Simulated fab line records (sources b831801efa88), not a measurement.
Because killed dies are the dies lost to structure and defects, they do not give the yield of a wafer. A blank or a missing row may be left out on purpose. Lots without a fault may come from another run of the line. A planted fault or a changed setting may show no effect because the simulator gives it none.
Which tool did it? / flow sky130 / 11 lots with 33 wafers sampled at 5 steps, on a route of 708 steps

== WHAT THE GAUGES SHOWED, per wafer ==
SKY_SONOS_ONO_THK_MEAS_05. Usual: SONOS_ONO_CVD_04_THK typically reads 5.74 nm, with standard deviation 0.13.
lot=L393; measured=day 12 04:14; on=film-metro-01; SONOS_ONO_CVD_04_THK (nm)=5.94 5.89 6.01; flag=
lot=L398; measured=day 13 04:32; on=film-metro-02; SONOS_ONO_CVD_04_THK (nm)=5.81 5.73 5.75; flag=
lot=L399; measured=day 13 09:42; on=film-metro-01; SONOS_ONO_CVD_04_THK (nm)=5.71 5.74 5.81; flag=
lot=L400; measured=day 13 21:43; on=film-metro-02; SONOS_ONO_CVD_04_THK (nm)=5.63 5.65 5.54; flag=
lot=L401; measured=day 14 08:24; on=film-metro-01; SONOS_ONO_CVD_04_THK (nm)=5.70 5.55 5.70; flag=
lot=L403; measured=day 14 12:36; on=film-metro-02; SONOS_ONO_CVD_04_THK (nm)=5.63 5.75 5.82; flag=
lot=L404; measured=day 15 00:50; on=film-metro-02; SONOS_ONO_CVD_04_THK (nm)=7.63 7.38 6.16; flag=OFF
lot=L405; measured=day 15 06:10; on=film-metro-02; SONOS_ONO_CVD_04_THK (nm)=7.76 6.81 6.23; flag=OFF
lot=L414; measured=day 19 06:14; on=film-metro-02; SONOS_ONO_CVD_04_THK (nm)=5.73 5.68 5.79; flag=
lot=L416; measured=day 19 10:32; on=film-metro-01; SONOS_ONO_CVD_04_THK (nm)=5.53 5.52 5.64; flag=
lot=L415; measured=day 19 15:27; on=film-metro-03; SONOS_ONO_CVD_04_THK (nm)=5.90 5.77 5.79; flag=

SKY_LI_CONTACT_OVL_MEAS_13. Usual: LI_CONTACT_OVL typically reads 6 nm, with standard deviation 4.8.
lot=L393; measured=day 29 10:58; on=overlay-02; LI_CONTACT_OVL (nm)=5 3 9; flag=
lot=L398; measured=day 30 15:37; on=overlay-02; LI_CONTACT_OVL (nm)=6 12 5; flag=
lot=L399; measured=day 30 22:49; on=overlay-02; LI_CONTACT_OVL (nm)=6 7 2; flag=
lot=L400; measured=day 31 07:01; on=overlay-02; LI_CONTACT_OVL (nm)=12 15 10; flag=
lot=L401; measured=day 31 18:33; on=overlay-02; LI_CONTACT_OVL (nm)=4 -2 4; flag=
lot=L403; measured=day 32 00:40; on=overlay-02; LI_CONTACT_OVL (nm)=12 4 4; flag=
lot=L404; measured=day 32 18:21; on=overlay-02; LI_CONTACT_OVL (nm)=8 8 2; flag=
lot=L405; measured=day 32 21:33; on=overlay-01; LI_CONTACT_OVL (nm)=1 -1 -9; flag=
lot=L414; measured=day 36 14:04; on=overlay-02; LI_CONTACT_OVL (nm)=3 2 8; flag=
lot=L416; measured=day 36 15:24; on=overlay-02; LI_CONTACT_OVL (nm)=11 10 5; flag=
lot=L415; measured=day 36 23:49; on=overlay-02; LI_CONTACT_OVL (nm)=5 3 7; flag=

== WHICH TOOL RAN EACH LOT (tool, then ch and the chambers of the sampled wafers, then the start) ==
lot=L393; SKY_FIELD_ISO_CMP_27=cmp-02 ch 1,2,3, day 2 11:04; SKY_SONOS_ONO_CVD_04=lpcvd-03 ch 1, day 12 02:58; SKY_LDD_HVP_STRIP_09=plasma-asher-04 ch 0,1, day 21 23:38
lot=L398; SKY_FIELD_ISO_CMP_27=cmp-02 ch 1,2, day 3 14:04; SKY_SONOS_ONO_CVD_04=lpcvd-03 ch 0, day 13 03:16; SKY_LDD_HVP_STRIP_09=plasma-asher-04 ch 1, day 23 11:24
lot=L399; SKY_FIELD_ISO_CMP_27=cmp-02 ch 1,2,3, day 3 16:30; SKY_SONOS_ONO_CVD_04=lpcvd-03 ch 1, day 13 08:26; SKY_LDD_HVP_STRIP_09=plasma-asher-01 ch 0,1, day 23 17:14
lot=L400; SKY_FIELD_ISO_CMP_27=cmp-01 ch 1,2,3, day 3 23:23; SKY_SONOS_ONO_CVD_04=lpcvd-03 ch 0, day 13 19:50; SKY_LDD_HVP_STRIP_09=plasma-asher-02 ch 0,1, day 24 04:07
lot=L401; SKY_FIELD_ISO_CMP_27=cmp-02 ch 0,1,3, day 4 06:37; SKY_SONOS_ONO_CVD_04=lpcvd-03 ch 1, day 14 07:09; SKY_LDD_HVP_STRIP_09=plasma-asher-02 ch 0,1, day 24 16:31
lot=L403; SKY_FIELD_ISO_CMP_27=cmp-02 ch 1,3, day 4 11:47; SKY_SONOS_ONO_CVD_04=lpcvd-03 ch 0, day 14 11:21; SKY_LDD_HVP_STRIP_09=plasma-asher-04 ch 0,1, day 24 22:51
lot=L404; SKY_FIELD_ISO_CMP_27=cmp-01 ch 1,2, day 4 20:08; SKY_SONOS_ONO_CVD_04=lpcvd-03 ch 1, day 14 23:35; SKY_LDD_HVP_STRIP_09=plasma-asher-01 ch 0,1, day 25 08:45
lot=L405; SKY_FIELD_ISO_CMP_27=cmp-01 ch 1,3, day 5 00:29; SKY_SONOS_ONO_CVD_04=lpcvd-03 ch 1, day 15 04:55; SKY_LDD_HVP_STRIP_09=plasma-asher-01 ch 0,1, day 25 14:27
lot=L414; SKY_FIELD_ISO_CMP_27=cmp-01 ch 2,3, day 7 13:04; SKY_SONOS_ONO_CVD_04=lpcvd-03 ch 0, day 19 04:59; SKY_LDD_HVP_STRIP_09=plasma-asher-04 ch 0,1, day 29 18:30
lot=L416; SKY_FIELD_ISO_CMP_27=cmp-01 ch 2,3, day 7 15:04; SKY_SONOS_ONO_CVD_04=lpcvd-03 ch 0, day 19 09:17; SKY_LDD_HVP_STRIP_09=plasma-asher-02 ch 0,1, day 29 19:10
lot=L415; SKY_FIELD_ISO_CMP_27=cmp-01 ch 0,1,2, day 7 17:05; SKY_SONOS_ONO_CVD_04=lpcvd-03 ch 1, day 19 14:11; SKY_LDD_HVP_STRIP_09=plasma-asher-02 ch 0,1, day 30 06:32
- SKY_FIELD_ISO_CMP_27: polishes, stops on Si3N4, t overpolish 16 s, target thk 457.8 nm.
- SKY_SONOS_ONO_CVD_04: deposits SiO2 from SiH4/N2O, target thk 5.7199 nm.
- SKY_LDD_HVP_STRIP_09: strips in O2/N2.

== WHAT THE TOOLS THEMSELVES READ (means of the sampled wafers that have a number; where no wafer has one, the mark that the record gives instead) ==
SKY_FIELD_ISO_CMP_27. Usual: motor-current-A 12.7 A, standard deviation 1; overpolish-run-s 16.000 s, standard deviation 0.0087; time-to-endpoint-s 112 s, standard deviation 3.6.
lot=L393; tool=cmp-02; motor-current-A (A)=12.5; overpolish-run-s (s)=16.009; time-to-endpoint-s (s)=118; flag=
lot=L398; tool=cmp-02; motor-current-A (A)=13.0; overpolish-run-s (s)=15.993; time-to-endpoint-s (s)=114; flag=
lot=L399; tool=cmp-02; motor-current-A (A)=12.6; overpolish-run-s (s)=16.000; time-to-endpoint-s (s)=112; flag=
lot=L400; tool=cmp-01; motor-current-A (A)=13.6; overpolish-run-s (s)=16.004; time-to-endpoint-s (s)=111; flag=
lot=L401; tool=cmp-02; motor-current-A (A)=11.8; overpolish-run-s (s)=15.996; time-to-endpoint-s (s)=112; flag=
lot=L403; tool=cmp-02; motor-current-A (A)=12.1; overpolish-run-s (s)=15.997; time-to-endpoint-s (s)=116; flag=
lot=L404; tool=cmp-01; motor-current-A (A)=13.4; overpolish-run-s (s)=15.996; time-to-endpoint-s (s)=112; flag=
lot=L405; tool=cmp-01; motor-current-A (A)=13.2; overpolish-run-s (s)=16.001; time-to-endpoint-s (s)=112; flag=
lot=L414; tool=cmp-01; motor-current-A (A)=12.9; overpolish-run-s (s)=15.996; time-to-endpoint-s (s)=109; flag=
lot=L416; tool=cmp-01; motor-current-A (A)=14.0; overpolish-run-s (s)=16.001; time-to-endpoint-s (s)=107; flag=
lot=L415; tool=cmp-01; motor-current-A (A)=13.3; overpolish-run-s (s)=15.997; time-to-endpoint-s (s)=109; flag=

SKY_SONOS_ONO_CVD_04. Usual: spike-tc-bottom-C is 916.6 C with standard deviation 1.1, spike-tc-centre-C is 900.2 C with standard deviation 1.1, spike-tc-lower-C is 900.2 C with standard deviation 1.2, susceptor-temp-C is 900.0 C with standard deviation 0.35, zone-power-bottom-pct is 27.7 % with standard deviation 2.6, zone-power-centre-pct is 19.0 % with standard deviation 0.85, and zone-power-lower-pct is 18.5 % with standard deviation 0.31.
lot=L393; tool=lpcvd-03; spike-tc-bottom-C (C)=917.3; spike-tc-centre-C (C)=899.8; spike-tc-lower-C (C)=901.0; susceptor-temp-C (C)=900.1; zone-power-bottom-pct (%)=30.2; zone-power-centre-pct (%)=19.6; zone-power-lower-pct (%)=18.9; flag=
lot=L398; tool=lpcvd-03; spike-tc-bottom-C (C)=917.3; spike-tc-centre-C (C)=900.6; spike-tc-lower-C (C)=899.8; susceptor-temp-C (C)=900.2; zone-power-bottom-pct (%)=25.2; zone-power-centre-pct (%)=18.2; zone-power-lower-pct (%)=18.3; flag=
lot=L399; tool=lpcvd-03; spike-tc-bottom-C (C)=916.6; spike-tc-centre-C (C)=899.3; spike-tc-lower-C (C)=901.1; susceptor-temp-C (C)=899.8; zone-power-bottom-pct (%)=30.4; zone-power-centre-pct (%)=19.8; zone-power-lower-pct (%)=18.8; flag=
lot=L400; tool=lpcvd-03; spike-tc-bottom-C (C)=916.0; spike-tc-centre-C (C)=900.8; spike-tc-lower-C (C)=899.7; susceptor-temp-C (C)=900.0; zone-power-bottom-pct (%)=25.5; zone-power-centre-pct (%)=18.2; zone-power-lower-pct (%)=18.4; flag=
lot=L401; tool=lpcvd-03; spike-tc-bottom-C (C)=916.4; spike-tc-centre-C (C)=899.7; spike-tc-lower-C (C)=900.8; susceptor-temp-C (C)=899.6; zone-power-bottom-pct (%)=30.3; zone-power-centre-pct (%)=20.0; zone-power-lower-pct (%)=18.9; flag=
lot=L403; tool=lpcvd-03; spike-tc-bottom-C (C)=915.8; spike-tc-centre-C (C)=900.7; spike-tc-lower-C (C)=899.2; susceptor-temp-C (C)=900.3; zone-power-bottom-pct (%)=25.2; zone-power-centre-pct (%)=18.2; zone-power-lower-pct (%)=18.3; flag=
lot=L404; tool=lpcvd-03; spike-tc-bottom-C (C)=907.9; spike-tc-centre-C (C)=892.8; spike-tc-lower-C (C)=958.2; susceptor-temp-C (C)=899.5; zone-power-bottom-pct (%)=20.5; zone-power-centre-pct (%)=8.6; zone-power-lower-pct (%)=42.8; flag=OFF
lot=L405; tool=lpcvd-03; spike-tc-bottom-C (C)=907.4; spike-tc-centre-C (C)=893.0; spike-tc-lower-C (C)=958.5; susceptor-temp-C (C)=899.8; zone-power-bottom-pct (%)=20.5; zone-power-centre-pct (%)=8.7; zone-power-lower-pct (%)=42.9; flag=OFF
lot=L414; tool=lpcvd-03; spike-tc-bottom-C (C)=917.9; spike-tc-centre-C (C)=900.4; spike-tc-lower-C (C)=900.1; susceptor-temp-C (C)=899.8; zone-power-bottom-pct (%)=24.9; zone-power-centre-pct (%)=18.1; zone-power-lower-pct (%)=18.3; flag=
lot=L416; tool=lpcvd-03; spike-tc-bottom-C (C)=917.2; spike-tc-centre-C (C)=899.9; spike-tc-lower-C (C)=899.3; susceptor-temp-C (C)=899.8; zone-power-bottom-pct (%)=25.4; zone-power-centre-pct (%)=18.2; zone-power-lower-pct (%)=18.3; flag=
lot=L415; tool=lpcvd-03; spike-tc-bottom-C (C)=917.6; spike-tc-centre-C (C)=900.2; spike-tc-lower-C (C)=901.2; susceptor-temp-C (C)=900.1; zone-power-bottom-pct (%)=30.5; zone-power-centre-pct (%)=19.6; zone-power-lower-pct (%)=18.8; flag=

SKY_LDD_HVP_STRIP_09. Usual: drypump-motor-current-A 5.8 A, standard deviation 0.51; o2-flow-sccm 3000 sccm, standard deviation 9.6; oes-product-au 0.408 a.u., standard deviation 0.0048; strip-time-to-endpoint-s 4.132 s, standard deviation 0.015.
lot=L393; tool=plasma-asher-04; drypump-motor-current-A (A)=5.5; o2-flow-sccm (sccm)=3002; oes-product-au (a.u.)=0.406; strip-time-to-endpoint-s (s)=4.135; flag=
lot=L398; tool=plasma-asher-04; drypump-motor-current-A (A)=5.1; o2-flow-sccm (sccm)=2999; oes-product-au (a.u.)=0.409; strip-time-to-endpoint-s (s)=4.119; flag=
lot=L399; tool=plasma-asher-01; drypump-motor-current-A (A)=5.8; o2-flow-sccm (sccm)=3005; oes-product-au (a.u.)=0.410; strip-time-to-endpoint-s (s)=4.133; flag=
lot=L400; tool=plasma-asher-02; drypump-motor-current-A (A)=5.8; o2-flow-sccm (sccm)=3000; oes-product-au (a.u.)=0.405; strip-time-to-endpoint-s (s)=4.134; flag=
lot=L401; tool=plasma-asher-02; drypump-motor-current-A (A)=6.1; o2-flow-sccm (sccm)=2993; oes-product-au (a.u.)=0.411; strip-time-to-endpoint-s (s)=4.133; flag=
lot=L403; tool=plasma-asher-04; drypump-motor-current-A (A)=5.8; o2-flow-sccm (sccm)=3005; oes-product-au (a.u.)=0.407; strip-time-to-endpoint-s (s)=4.128; flag=
lot=L404; tool=plasma-asher-01; drypump-motor-current-A (A)=5.8; o2-flow-sccm (sccm)=3007; oes-product-au (a.u.)=0.411; strip-time-to-endpoint-s (s)=4.154; flag=
lot=L405; tool=plasma-asher-01; drypump-motor-current-A (A)=5.8; o2-flow-sccm (sccm)=3004; oes-product-au (a.u.)=0.410; strip-time-to-endpoint-s (s)=4.154; flag=
lot=L414; tool=plasma-asher-04; drypump-motor-current-A (A)=5.9; o2-flow-sccm (sccm)=3008; oes-product-au (a.u.)=0.405; strip-time-to-endpoint-s (s)=4.138; flag=
lot=L416; tool=plasma-asher-02; drypump-motor-current-A (A)=5.8; o2-flow-sccm (sccm)=3013; oes-product-au (a.u.)=0.405; strip-time-to-endpoint-s (s)=4.122; flag=
lot=L415; tool=plasma-asher-02; drypump-motor-current-A (A)=5.8; o2-flow-sccm (sccm)=3006; oes-product-au (a.u.)=0.407; strip-time-to-endpoint-s (s)=4.136; flag=

== THE ANSWER, worked out from the rows above alone ==
Rule: take the mean of a lot's wafers that have a number; if it is more than 3 standard deviations from the usual mean, the lot is off. Also off: a lot with no number at a reading for which 4 or more lots have one. All remaining lots with rows at the step are treated as sound. First the gauges in route order, then the tools' own readings, where a lot's mean is used as printed above. At the first step where some lot is off, the reading lying furthest off is the one used; lots without a number count as furthest.
Off: L404, L405, seen at SKY_SONOS_ONO_THK_MEAS_05 (SONOS_ONO_CVD_04_THK).
If a tool, at a process step before that reading, ran all the lots that are off and no sound lot after the first of them, it fits. Not tried: the gauges at SKY_SONOS_ONO_THK_MEAS_05; whatever is off there is also off at SKY_SONOS_ONO_CVD_04, on other tools, and gauge error can't account for it. No candidate that was tried fits.

== WHAT THE SIMULATOR HAD PUT IN ==
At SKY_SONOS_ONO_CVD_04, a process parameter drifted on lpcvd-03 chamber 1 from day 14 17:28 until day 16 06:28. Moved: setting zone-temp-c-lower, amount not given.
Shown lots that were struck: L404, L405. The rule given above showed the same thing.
